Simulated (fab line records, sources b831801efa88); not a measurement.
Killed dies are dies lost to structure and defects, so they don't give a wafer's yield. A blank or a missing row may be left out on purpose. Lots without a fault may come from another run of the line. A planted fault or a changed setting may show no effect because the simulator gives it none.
Which tool did it? | flow gf180mcu | 12 lots, 36 wafers sampled, at 1 step of a route of 602

WHAT THE GAUGES READ, wafer by wafer
GF_STI_THK_MEAS_24.
lot  | measured    | on            | STI_CVD_23_THK (nm)
L074 | day 2 17:04 | film_metro-04 | 647 642 639
L076 | day 3 02:43 | film_metro-04 | 652 654 636
L080 | day 3 13:48 | film_metro-01 | 650 653 647
L081 | day 3 23:40 | film_metro-01 | 647 652 655
L083 | day 4 05:04 | film_metro-04 | 650 654 649
L085 | day 4 13:57 | film_metro-01 | 652 654 651
L087 | day 5 00:25 | film_metro-01 | 649 651 648
L089 | day 5 08:39 | film_metro-04 | 653 648 654
L091 | day 5 18:13 | film_metro-03 | 647 645 642
L093 | day 6 03:47 | film_metro-01 | 658 663 659
L095 | day 6 15:46 | film_metro-03 | 644 642 640
L097 | day 7 01:37 | film_metro-03 | 660 661 659

WHICH TOOL RAN EACH LOT (tool, then ch and the chambers of the sampled wafers, then the start)
The record holds no process step before these readings.

THE ANSWER, worked out from the rows above alone
Rule: what is usual is taken from the lots themselves. Put in order of their means at a reading, lots are off if they are a third of the lots or fewer, leave a main group of 4 or more, and stand apart from it by a gap of 3 or more times the standard deviation of the main group's means; of several such gaps the widest counts. A main group whose means are all the same, to the digits that the tables above print for the reading, isn't used. A lot without any number at a reading at which 4 lots or more have one is off too. The other lots that the step has rows for count as sound.
No lot is off at any reading shown: from this, nothing can be told.

WHAT THE SIMULATOR HAD PUT IN
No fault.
